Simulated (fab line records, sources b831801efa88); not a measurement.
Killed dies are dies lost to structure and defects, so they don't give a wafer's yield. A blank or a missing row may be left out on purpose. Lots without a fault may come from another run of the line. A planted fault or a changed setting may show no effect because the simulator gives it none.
Which tool did it? | flow gf180mcu | 12 lots, 36 wafers sampled, at 2 steps of a route of 602

WHAT THE GAUGES READ, wafer by wafer
GF_VT_IMPLANT_RS_MEAS_47: measures by four-point-probe. Usual: NWELL_RS 487.8 ohm/sq, standard deviation 1.4.
lot  | measured     | on            | NWELL_RS (ohm/sq) | flag
L315 | day 7 20:19  | film_metro-04 | 487.3 486.7 486.4 |
L316 | day 8 03:05  | film_metro-03 | 486.5 485.9 486.6 |
L317 | day 8 11:20  | film_metro-04 | 487.9 487.6 487.3 |
L318 | day 8 16:16  | film_metro-03 | 485.9 487.6 486.5 |
L321 | day 9 14:51  | film_metro-03 | 487.8 488.9 488.6 |
L322 | day 9 17:39  | film_metro-01 | 487.2 488.6 487.2 |
L323 | day 10 04:40 | film_metro-01 | 501.0 498.8 499.6 | OFF
L324 | day 10 09:56 | film_metro-03 | 496.5 496.8 495.7 | OFF
L327 | day 11 05:40 | film_metro-03 | 487.1 487.7 486.6 |
L328 | day 11 09:46 | film_metro-03 | 489.7 490.2 489.9 |
L332 | day 12 15:58 | film_metro-04 | 488.8 490.5 490.0 |
L337 | day 13 23:18 | film_metro-04 | 489.1 488.8 490.5 |

WHICH TOOL RAN EACH LOT (tool, then ch and the chambers of the sampled wafers, then the start)
lot  | GF_NWELL_IMPLANT_09
L315 | implanter-03 ch 0, day 3 13:02
L316 | implanter-03 ch 0, day 3 17:36
L317 | implanter-01 ch 0, day 4 00:34
L318 | implanter-01 ch 0, day 4 05:23
L321 | implanter-02 ch 0, day 4 22:46
L322 | implanter-02 ch 0, day 5 01:59
L323 | implanter-01 ch 0, day 5 11:13
L324 | implanter-01 ch 0, day 5 15:07
L327 | implanter-02 ch 0, day 6 07:16
L328 | implanter-03 ch 0, day 6 11:25
L332 | implanter-02 ch 0, day 7 10:28
L337 | implanter-01 ch 0, day 8 13:04
- GF_NWELL_IMPLANT_09

WHAT THE TOOLS THEMSELVES READ (means of the sampled wafers that have a number; where no wafer has one, the mark that the record gives instead)
GF_NWELL_IMPLANT_09. Usual: beam_on_s 9.99 s, standard deviation 0.21; dose_ions_cm2 4e+12, standard deviation 4.6e+09; faraday_current_uA 22.6, standard deviation 0.46.
lot  | tool         | beam_on_s (s) | dose_ions_cm2 | faraday_current_uA | flag
L315 | implanter-03 | 10.07         | 4e+12         | 22.4               |
L316 | implanter-03 | 9.98          | 4e+12         | 22.6               |
L317 | implanter-01 | 10.29         | 4e+12         | 21.9               |
L318 | implanter-01 | 9.94          | 4e+12         | 22.7               |
L321 | implanter-02 | 9.92          | 4e+12         | 22.8               |
L322 | implanter-02 | 10.16         | 4e+12         | 22.2               |
L323 | implanter-01 | 9.81          | 3e+12         | 19.9               | OFF
L324 | implanter-01 | 10.04         | 3e+12         | 19.4               | OFF
L327 | implanter-02 | 9.96          | 4e+12         | 22.7               |
L328 | implanter-03 | 9.93          | 4e+12         | 22.7               |
L332 | implanter-02 | 9.86          | 4e+12         | 22.9               |
L337 | implanter-01 | 9.97          | 4e+12         | 22.6               |

THE ANSWER, worked out from the rows above alone
Rule: a lot is off if the mean of its wafers that have a number lies more than 3 standard deviations from the usual mean. A lot without any number at a reading at which 4 lots or more have one is off too. The other lots that the step has rows for count as sound. The gauges are gone through in route order, then the tools' own readings, and for those a lot's mean is taken as printed above. The first step at which some lot is off is used, and at that step the reading that is off furthest; a lot without a number counts as furthest.
Off: L323, L324, at GF_VT_IMPLANT_RS_MEAS_47 (NWELL_RS).
A tool fits if, at a process step before that reading, it ran every lot that is off, and no sound lot after the first of them. The gauges at GF_VT_IMPLANT_RS_MEAS_47 aren't tried: what is off there is off at GF_NWELL_IMPLANT_09 too, on other tools, and a gauge's error can't cause that. None of those tried fits.

WHAT THE SIMULATOR HAD PUT IN
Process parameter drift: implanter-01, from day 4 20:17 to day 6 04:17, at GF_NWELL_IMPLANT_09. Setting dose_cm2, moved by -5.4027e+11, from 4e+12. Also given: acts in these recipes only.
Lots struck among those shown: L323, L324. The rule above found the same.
